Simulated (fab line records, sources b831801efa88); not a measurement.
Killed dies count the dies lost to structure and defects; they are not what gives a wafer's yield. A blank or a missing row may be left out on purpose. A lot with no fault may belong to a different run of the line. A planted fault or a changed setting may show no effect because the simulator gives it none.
fab line records	flow sky130
record lots=7	wafers=21	lastDay=50
route steps=708 shown LDD_HVP@288 LDD_LDN@289 PAD_OPEN@708
lots that met no fault: from a run of the same line without faults
startH: hours from the record's opening day to when the first of the lot's shown wafers began	waitH: hours since the lot's step before	" unchanged from the row above	L1.1+2: a single row standing in for several wafers	- no value, or no start given	* or withheld: withheld	< > ~ a bound
route shown NAME@n: NAME is a module with steps in the file, n the number in the route of the first one	usual: the fault-free wafers' mean and standard deviation	same: alike in all rows	chamber/n: place in a boat	sites: readings site by site	_std_site: standard deviation across them	_edge_site: inner sites' mean taken away from outer sites' mean	radiusMm: for every site, how far away it sits from the centre of the wafer	mask NAME#n: copy n	behind: the last tool/chamber to shape the wafer	hold: what put the lot on hold/how long, in hours/how the hold closed	device: the n, p or np transistor that did not switch	end of line: at the end of the route, the tests of the same wafers	where a step has no rows: the recipe by itself	killed: at the first sort, the dies lost to defects and structure; wafer yield is something else	map: a wafer's dies, marking killed ones x, the rest . and places with no die _
set.NAME: the setting the step ran with; set.NAME@STEP: the setting that earlier step ran with	model.NAME: the simulator's own value behind a step, which no gauge read
certain route steps with their lots: each step a table, each wafer a row
services: the hour from which a tool's chamber was out of use, counted from the record's first day as startH (under 0 if before that day), plus the number of hours and why
## steps
# step SKY_LDD_HVP_TW_MEAS_10
# usual LDD_HVP_TW=455/5
lot.wafer	tool	chamber	startH	waitH	LDD_HVP_TW
L775.1	filmMetro-01	-	516.52	0.1	451
L775.3	"	-	"	"	452
L775.4	"	-	"	"	449
L776.2	filmMetro-01	-	531.46	0.1	449
L776.4	"	-	"	"	450
L776.5	"	-	"	"	447
L786.3	filmMetro-01	-	605.10	0.1	453
L786.5	"	-	"	"	450
L786.6	"	-	"	"	451
L788.1	filmMetro-01	-	620.15	0.1	452
L788.4	"	-	"	"	452
L788.5	"	-	"	"	452
L789.1	filmMetro-02	-	629.30	0.1	457
L789.3	"	-	"	"	454
L789.6	"	-	"	"	456
L795.3	filmMetro-04	-	691.07	0.1	459
L795.5	"	-	"	"	460
L795.6	"	-	"	"	462
L796.3	filmMetro-01	-	705.05	0.1	456
L796.5	"	-	"	"	454
L796.6	"	-	"	"	454
# step SKY_LDD_LDN_DEHYDRATE_00
# recipe tempC=200	timeS=60
# step SKY_LDD_LDN_HMDS_01
# recipe primeTimeS=60	primeTempC=120
# step SKY_LDD_LDN_COAT_02
# recipe resist=NOVOLAK	spinRpm=3000	resistThkNm=1140
# step SKY_LDD_LDN_SOFTBAKE_03
# recipe tempC=90	timeS=60	resist=NOVOLAK
# step SKY_LDD_LDN_EXPOSE_04
# recipe maskId=LDNTM	na=0.6	sourceShape=conventional	sigmaOuter=0.6	polarization=unpolarized	targetCdNm=700	doseMj=140
# step SKY_LDD_LDN_PEB_05
# recipe tempC=withheld	timeS=*	resist=NOVOLAK
# step SKY_LDD_LDN_DEVELOP_06
# recipe resist=NOVOLAK	developer=TMAH	developTimeS=60	devTempC=23
# step SKY_LDD_LDN_OVL_MEAS_07
# usual LDD_LDN_OVL=0.8/1.7
lot.wafer	tool	chamber	startH	waitH	LDD_LDN_OVL[nm]
L775.1	overlay-02	-	546.64	0.1	1.7
L775.3	"	-	"	"	0.0
L775.4	"	-	"	"	2.0
L776.2	overlay-02	-	561.15	0.1	1.0
L776.4	"	-	"	"	1.5
L776.5	"	-	"	"	1.5
L786.3	overlay-01	-	633.91	0.1	-1.2
L786.5	"	-	"	"	1.0
L786.6	"	-	"	"	-0.3
L788.1	overlay-01	-	648.89	0.1	2.5
L788.4	"	-	"	"	1.2
L788.5	"	-	"	"	1.9
L789.1	overlay-01	-	658.05	0.1	0.3
L789.3	"	-	"	"	0.4
L789.6	"	-	"	"	1.1
L795.3	overlay-02	-	718.60	0.1	-0.4
L795.5	"	-	"	"	-0.8
L795.6	"	-	"	"	1.0
L796.3	overlay-01	-	732.50	0.1	2.2
L796.5	"	-	"	"	1.7
L796.6	"	-	"	"	0.5
# step SKY_LDD_LDN_IMPLANT_08
# recipe species=As	energyKev=15	doseCm2=1.25e+13	tiltDeg=withheld	rotationDeg=23
# step SKY_LDD_LDN_IMPLANT_09
# recipe species=As	energyKev=15	doseCm2=1.25e+13	tiltDeg=withheld	rotationDeg=113
# step SKY_LDD_LDN_IMPLANT_10
# recipe species=As	energyKev=15	doseCm2=1.25e+13	tiltDeg=withheld	rotationDeg=203
# step SKY_LDD_LDN_IMPLANT_11
# recipe species=As	energyKev=15	doseCm2=1.25e+13	tiltDeg=withheld	rotationDeg=293
# usual doseIonsCm2=1.2499e+13/1.4e+10	faradayCurrentUA=70.5/1.3
lot.wafer	tool	chamber	startH	waitH	doseIonsCm2	faradayCurrentUA
L775.1	implanter-03	0	547.13	0.1	1.2525e+13	72.2
L775.3	"	0	"	"	1.2503e+13	68.6
L775.4	"	0	"	"	1.2509e+13	71.1
L776.2	implanter-04	0	561.66	0.1	1.2501e+13	71.4
L776.4	"	0	"	"	1.2513e+13	69.0
L776.5	"	0	"	"	1.2494e+13	70.6
L786.3	implanter-03	0	634.43	0.1	1.7738e+13	99.9
L786.5	"	0	"	"	1.7739e+13	100.6
L786.6	"	0	"	"	1.7735e+13	104.4
L788.1	implanter-03	0	649.38	0.1	1.7728e+13	101.3
L788.4	"	0	"	"	1.7726e+13	103.1
L788.5	"	0	"	"	1.7754e+13	99.4
L789.1	implanter-03	0	658.53	0.1	1.7728e+13	100.0
L789.3	"	0	"	"	1.7721e+13	101.2
L789.6	"	0	"	"	1.7737e+13	98.6
L795.3	implanter-03	0	719.12	0.1	1.2499e+13	70.0
L795.5	"	0	"	"	1.2505e+13	68.0
L795.6	"	0	"	"	1.2497e+13	70.5
L796.3	implanter-02	0	733.02	0.1	1.2492e+13	71.9
L796.5	"	0	"	"	1.2491e+13	70.8
L796.6	"	0	"	"	1.2519e+13	69.9
# step SKY_LDD_LDN_STRIP_12
# recipe chemistry=O2/N2	powerW=1400	pressureMtorr=1500	platenTempC=withheld	o2FlowSccm=3000	n2FlowSccm=300	overashFraction=0.5
# usual drypumpMotorCurrentA=5.9/0.59	oesProductAu=0.715/0.0043	stripTimeToEndpointS=14.17/0.04
lot.wafer	tool	chamber	startH	waitH	drypumpMotorCurrentA	oesProductAu	rfHoursCounterH	stripTimeToEndpointS
L775.1	plasmaAsher-01	0	547.28	0.1	4.9	0.713	12	14.18
L775.3	"	0	"	"	4.9	0.717	-	14.18
L775.4	"	1	"	"	6.3	0.716	-	14.15
L776.2	plasmaAsher-01	1	561.78	0.1	6.2	0.712	14	14.18
L776.4	"	1	"	"	6.3	0.721	-	14.20
L776.5	"	1	"	"	6.2	0.714	-	14.15
L786.3	plasmaAsher-04	0	634.56	0.1	6.6	0.712	-	14.15
L786.5	"	1	"	"	5.7	0.722	-	14.17
L786.6	"	0	"	"	6.7	0.716	-	14.19
L788.1	plasmaAsher-03	1	649.53	0.1	5.7	0.714	93	14.11
L788.4	"	0	"	"	6.3	0.701	-	14.13
L788.5	"	1	"	"	5.7	0.712	-	14.14
L789.1	plasmaAsher-04	0	658.68	0.1	6.6	0.716	84	14.15
L789.3	"	1	"	"	5.7	0.715	-	14.16
L789.6	"	0	"	"	6.6	0.716	-	14.20
L795.3	plasmaAsher-03	0	719.26	0.1	6.3	0.718	-	14.12
L795.5	"	1	"	"	5.7	0.713	-	14.17
L795.6	"	0	"	"	6.3	0.718	-	14.16
L796.3	plasmaAsher-03	0	733.16	0.1	6.3	0.712	-	14.14
L796.5	"	0	"	"	6.3	0.713	-	14.09
L796.6	"	1	"	"	5.7	0.719	-	14.17
# step SKY_LDD_LDN_TW_MEAS_13
# usual LDD_LDN_TW=1489/9.6
lot.wafer	tool	chamber	startH	waitH	hold	LDD_LDN_TW
L775.1	filmMetro-02	-	547.38	0.1	-	1487
L775.3	"	-	"	"	-	1494
L775.4	"	-	"	"	-	1485
L776.2	filmMetro-04	-	561.89	0.1	-	1490
L776.4	"	-	"	"	-	1492
L776.5	"	-	"	"	-	1489
L786.3	filmMetro-02	-	634.65	0.1	awaitDispo/0.2h/release	1525
L786.5	"	-	"	"	awaitDispo/0.2h/release	1505
L786.6	"	-	"	"	awaitDispo/0.2h/release	1528
L786.3	filmMetro-02	-	634.88	0.2	-	1518
L786.5	"	-	"	"	-	1517
L786.6	"	-	"	"	-	1510
L788.1	filmMetro-02	-	649.63	0.1	awaitDispo/0.2h/release	1529
L788.4	"	-	"	"	awaitDispo/0.2h/release	1533
L788.5	"	-	"	"	awaitDispo/0.2h/release	1533
L788.1	filmMetro-02	-	649.86	0.2	-	1526
L788.4	"	-	"	"	-	1529
L788.5	"	-	"	"	-	1525
L789.1	filmMetro-04	-	658.78	0.1	awaitDispo/0.2h/release	1535
L789.3	"	-	"	"	awaitDispo/0.2h/release	1550
L789.6	"	-	"	"	awaitDispo/0.2h/release	1533
L789.1	filmMetro-04	-	659.01	0.2	-	1534
L789.3	"	-	"	"	-	1543
L789.6	"	-	"	"	-	1536
L795.3	filmMetro-03	-	719.34	0.1	-	1500
L795.5	"	-	"	"	-	1500
L795.6	"	-	"	"	-	1512
L796.3	filmMetro-02	-	733.24	0.1	-	1478
L796.5	"	-	"	"	-	1478
L796.6	"	-	"	"	-	1482
# step SKY_PAD_OPEN_PROBE_99
# usual killed_at_M0_to_M3=44/7.2	killed_at_M4_up=3.4/2.1	killedAtContacts=24/5.5	killedAtFrontEnd=15/4.6	killedAtOther=0.4/0.64	killedDies=86/9.1	killedOpen=47/7.5	killedShort=39/5.8
# same grossDies=492	killedAtBackSide=0
lot.wafer	tool	chamber	startH	waitH	killed_at_M0_to_M3	killed_at_M4_up	killedAtContacts	killedAtFrontEnd	killedAtOther	killedDies	killedOpen	killedShort	model.etest.tipSonos.rsOhmSq
L775.1	prober-01	-	1089.68	0.1	40	4	21	12	0	77	43	34	2699
L775.3	prober-01	-	1089.78	0.2	35	3	29	27	0	94	49	45	2695
L775.4	prober-01	-	1089.83	0.2	50	3	20	19	0	92	49	43	2741
L776.2	prober-01	-	1101.06	0.1	41	3	38	10	0	92	57	35	2688
L776.4	prober-01	-	1101.16	0.2	40	1	26	8	0	75	52	23	2686
L776.5	prober-01	-	1101.21	0.2	35	5	32	12	0	84	49	35	2694
L786.3	prober-01	-	1148.61	0.2	45	4	25	15	1	90	57	31	2556
L786.5	prober-01	-	1148.71	0.2	44	2	34	15	2	97	49	48	2532
L786.6	prober-01	-	1148.76	0.2	42	1	28	11	2	84	51	31	2594
L788.1	prober-01	-	1155.61	0.1	40	2	17	20	0	79	37	42	2474
L788.4	prober-01	-	1155.76	0.2	45	11	19	22	0	97	54	43	2537
L788.5	prober-01	-	1155.81	0.2	53	7	31	17	0	108	67	41	2526
L789.1	prober-01	-	1163.11	0.1	58	4	20	10	0	92	57	35	2642
L789.3	prober-01	-	1163.21	0.2	45	1	20	22	0	88	47	41	2618
L789.6	prober-01	-	1163.36	0.2	47	2	15	10	2	76	48	28	2634
L795.3	prober-01	-	1199.61	0.2	44	4	30	20	0	98	51	47	2713
L795.5	prober-01	-	1199.71	0.2	41	6	23	21	1	92	41	50	2749
L795.6	prober-01	-	1199.76	0.2	36	0	31	18	0	85	47	38	2698
L796.3	prober-01	-	1205.57	0.2	61	2	16	17	0	96	51	44	2622
L796.5	prober-01	-	1205.67	0.2	48	4	18	21	0	91	62	29	2609
L796.6	prober-01	-	1205.72	0.2	45	4	39	14	0	102	56	46	2575
# killed by level:class
L775.1 CONTACT:geometricParticle:open=10 LI_CONTACT:geometricParticle:open=6 VIA1:geometricParticle:open=6 VIA3:geometricParticle:open=6 FIELD_ISO:geometricParticle:open=4 POLY_GATE:geometricParticle:short=4 METAL1:geometricParticle:short=4 VIA1:geometricParticle:short=4
L775.3 CONTACT:geometricParticle:short=10 METAL1:geometricParticle:short=8 CONTACT:geometricParticle:open=8 FIELD_ISO:geometricParticle:short=7 POLY_GATE:geometricParticle:open=7 LI_CONTACT:geometricParticle:open=7 VIA1:geometricParticle:open=7 VIA3:geometricParticle:open=6
L775.4 VIA3:geometricParticle:open=12 VIA1:geometricParticle:open=10 METAL1:geometricParticle:short=7 METAL2:geometricParticle:short=7 POLY_GATE:geometricParticle:short=6 CONTACT:geometricParticle:open=6 LI_CONTACT:geometricParticle:open=5 VIA2:geometricParticle:open=5
L776.2 LI_CONTACT:geometricParticle:open=18 CONTACT:geometricParticle:open=9 VIA2:geometricParticle:open=9 METAL2:geometricParticle:short=8 VIA1:geometricParticle:open=7 LOCAL_INTERCONNECT:geometricParticle:short=5 VIA1:geometricParticle:short=5 CONTACT:geometricParticle:short=4
L776.4 VIA1:geometricParticle:open=11 LI_CONTACT:geometricParticle:open=8 VIA2:geometricParticle:open=8 CONTACT:geometricParticle:open=7 VIA3:geometricParticle:open=7 VIA1:geometricParticle:short=4 LOCAL_INTERCONNECT:geometricParticle:short=4 CONTACT:geometricParticle:short=3
L776.5 CONTACT:geometricParticle:open=12 VIA1:geometricParticle:open=11 LI_CONTACT:geometricParticle:open=10 VIA3:geometricParticle:open=6 METAL4:geometricParticle:short=5 LI_CONTACT:geometricParticle:short=4 METAL2:geometricParticle:short=4 METAL1:geometricParticle:short=4
L786.3 VIA2:geometricParticle:open=10 VIA3:geometricParticle:open=9 LI_CONTACT:geometricParticle:open=8 CONTACT:geometricParticle:open=8 VIA1:geometricParticle:open=6 FIELD_ISO:geometricParticle:open=5 VIA1:geometricParticle:short=5 CONTACT:geometricParticle:short=4
L786.5 CONTACT:geometricParticle:open=13 VIA1:geometricParticle:open=10 METAL1:geometricParticle:short=8 LI_CONTACT:geometricParticle:open=8 VIA3:geometricParticle:open=6 FIELD_ISO:geometricParticle:short=5 LI_CONTACT:geometricParticle:short=4 LOCAL_INTERCONNECT:geometricParticle:short=4
L786.6 VIA1:geometricParticle:open=15 LI_CONTACT:geometricParticle:open=8 VIA2:geometricParticle:open=8 CONTACT:geometricParticle:open=6 LI_CONTACT:geometricParticle:short=5 CONTACT:geometricParticle:short=5 VIA1:geometricParticle:short=5 VIA3:geometricParticle:open=5
L788.1 VIA3:geometricParticle:open=9 POLY_GATE:geometricParticle:open=7 CONTACT:geometricParticle:short=6 VIA1:geometricParticle:open=6 CONTACT:geometricParticle:open=5 METAL1:geometricParticle:short=5 METAL2:geometricParticle:short=5 POLY_GATE:geometricParticle:short=4
L788.4 VIA1:geometricParticle:open=13 VIA2:geometricParticle:open=8 FIELD_ISO:geometricParticle:short=7 METAL4:geometricParticle:short=7 METAL3:geometricParticle:short=6 FIELD_ISO:geometricParticle:open=6 METAL1:geometricParticle:short=5 POLY_GATE:geometricParticle:open=4
L788.5 LI_CONTACT:geometricParticle:open=13 VIA1:geometricParticle:open=13 CONTACT:geometricParticle:open=7 VIA3:geometricParticle:open=7 CONTACT:geometricParticle:short=6 METAL1:geometricParticle:short=6 FIELD_ISO:geometricParticle:open=5 VIA2:geometricParticle:open=5
L789.1 VIA1:geometricParticle:open=15 VIA2:geometricParticle:open=12 METAL2:geometricParticle:short=10 LI_CONTACT:geometricParticle:open=9 VIA3:geometricParticle:open=6 VIA1:geometricParticle:short=5 CONTACT:geometricParticle:open=4 METAL3:geometricParticle:short=4
L789.3 VIA1:geometricParticle:open=11 VIA2:geometricParticle:open=9 VIA1:geometricParticle:short=7 CONTACT:geometricParticle:open=7 FIELD_ISO:geometricParticle:short=6 FIELD_ISO:geometricParticle:open=5 POLY_GATE:geometricParticle:short=5 LI_CONTACT:geometricParticle:open=5
L789.6 VIA1:geometricParticle:open=13 VIA2:geometricParticle:open=13 VIA3:geometricParticle:open=6 CONTACT:geometricParticle:short=5 CONTACT:geometricParticle:open=5 FIELD_ISO:geometricParticle:open=3 METAL2:geometricParticle:short=3 VIA3:geometricParticle:short=3
L795.3 LI_CONTACT:geometricParticle:open=9 VIA1:geometricParticle:open=9 VIA1:geometricParticle:short=9 CONTACT:geometricParticle:open=7 POLY_GATE:geometricParticle:short=6 CONTACT:geometricParticle:short=6 VIA3:geometricParticle:open=6 FIELD_ISO:geometricParticle:short=4
L795.5 VIA1:geometricParticle:open=7 LI_CONTACT:geometricParticle:open=7 VIA2:geometricParticle:open=7 FIELD_ISO:geometricParticle:short=6 LI_CONTACT:geometricParticle:short=5 CONTACT:geometricParticle:short=5 METAL1:geometricParticle:short=5 FIELD_ISO:geometricParticle:open=4
L795.6 LI_CONTACT:geometricParticle:open=10 VIA1:geometricParticle:open=8 CONTACT:geometricParticle:open=7 LI_CONTACT:geometricParticle:short=5 CONTACT:geometricParticle:short=5 VIA3:geometricParticle:open=5 FIELD_ISO:geometricParticle:open=4 FIELD_ISO:geometricParticle:short=4
L796.3 VIA1:geometricParticle:open=16 METAL1:geometricParticle:short=10 CONTACT:geometricParticle:open=7 VIA3:geometricParticle:open=7 VIA2:geometricParticle:open=6 VIA1:geometricParticle:short=5 FIELD_ISO:geometricParticle:open=4 POLY_GATE:geometricParticle:open=4
L796.5 VIA2:geometricParticle:open=12 VIA1:geometricParticle:open=9 FIELD_ISO:geometricParticle:open=8 LI_CONTACT:geometricParticle:open=7 CONTACT:geometricParticle:open=6 VIA3:geometricParticle:open=5 METAL1:geometricParticle:short=5 POLY_GATE:geometricParticle:open=4
L796.6 CONTACT:geometricParticle:open=13 VIA3:geometricParticle:open=9 CONTACT:geometricParticle:short=8 VIA1:geometricParticle:open=8 METAL1:geometricParticle:short=8 VIA2:geometricParticle:open=7 FIELD_ISO:geometricParticle:open=6 LOCAL_INTERCONNECT:geometricParticle:short=6
## services
tool	chamber	startH	hours	kind
plasmaAsher-04	-	542.36	5.1	repair
implanter-02	-	576.07	6.2	pm
implanter-04	-	602.22	1.7	repair
plasmaAsher-03	-	608.47	2.8	pm
plasmaAsher-03	-	639.00	1.9	repair
implanter-02	-	652.36	4.9	pm
implanter-02	-	696.39	1.7	repair
implanter-04	-	707.14	4.0	pm
implanter-04	-	727.97	4.0	pm
## key
firstSign step=SKY_LDD_LDN_IMPLANT_11	reading=doseIonsCm2	direction=up	sigmas=99+	usual=*	struck=*
effect step=SKY_LDD_LDN_IMPLANT_11	reading=faradayCurrentUA	direction=up	sigmas=23	usual=70.5	struck=100.9
effect step=SKY_LDD_LDN_TW_MEAS_13	reading=visit	direction=added
modelEffect step=SKY_PAD_OPEN_PROBE_99	value=etest.tipSonos.rsOhmSq	without=2712	struck=2568
metAt SKY_LDD_LDN_IMPLANT_11
struckWafers L786.3,L786.5,L786.6,L788.1,L788.4,L788.5,L789.1,L789.3,L789.6
testerLeftOut L786,L788,L789
onsetBetween 547.13 634.43
fault kind=processParameterDrift	tool=implanter-03	chamber=-	onsetH=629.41	steps=SKY_LDD_LDN_IMPLANT_11	channel=doseCm2	offset=*	shape=step	endH=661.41	actsIn=*	stated=*
# testerLeftOut: of these lots the tester's yield and bins aren't shown, on N5 and GAA mostly nor the transistor test; their killed dies are dies lost to structure and defects alone, not to doping, threshold or leakage, so they don't give the yield
